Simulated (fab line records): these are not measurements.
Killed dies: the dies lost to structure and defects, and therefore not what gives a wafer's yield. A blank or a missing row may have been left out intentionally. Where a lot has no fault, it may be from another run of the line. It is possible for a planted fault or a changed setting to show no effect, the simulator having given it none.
Matching of chambers ; flow sky130 ; SKY_PASSIVATION_CVD_00 on pecvd-01 has 3 sister chambers
The step deposits SiO2, target thk 90 nm. 6 wafers are shown with their chamber, then 10 later ones without.

## WAFERS PAIRED WITH THEIR CHAMBERS
wafer;chamber;heater_power_w (W);heater_power_outer_w (W)
L084.6;0;726;434
L089.1;1;535;316
L089.4;2;484;318
L089.5;1;535;322
L088.1;0;887;541
L088.2;2;478;304

## WAFERS WITHOUT THEIR CHAMBER
wafer;heater_power_w (W);heater_power_outer_w (W)
L088.5;866;542
L093.2;570;347
L093.3;503;320
L093.6;517;344
L094.3;515;348
L094.5;834;515
L094.6;522;342
L096.1;433;284
L096.3;795;472
L096.5;451;292

## THE CHAMBER EACH PASSED THROUGH
wafer;from the rows above;in truth
L088.5;0;0
L093.2;can't be placed: 1 or 2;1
L093.3;can't be placed: 2 or 1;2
L093.6;can't be placed: 1 or 2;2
L094.3;can't be placed: 1 or 2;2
L094.5;0;0
L094.6;can't be placed: 1 or 2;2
L096.1;can't be placed: 2 or 1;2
L096.3;0;0
L096.5;can't be placed: 2 or 1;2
3 of 10 placed correctly. From these rows, 7 cannot be placed; in 7 the true chamber is one of the candidates. Wrongly placed: 0.
How it was worked out, from the rows above alone: a wafer's distance from a chamber is the root of the sum, over the readings, of the square of ((its reading less the chamber's mean) divided by the reading's scatter). The wafer belongs to the nearest chamber; if the next one is less than 2 further off, it can't be placed. For every chamber, the mean is computed from those of its wafers that are shown. The scatter: the root of (the sum of the squares of (reading less its chamber's mean) over the shown wafers, divided by (wafers less chambers)).
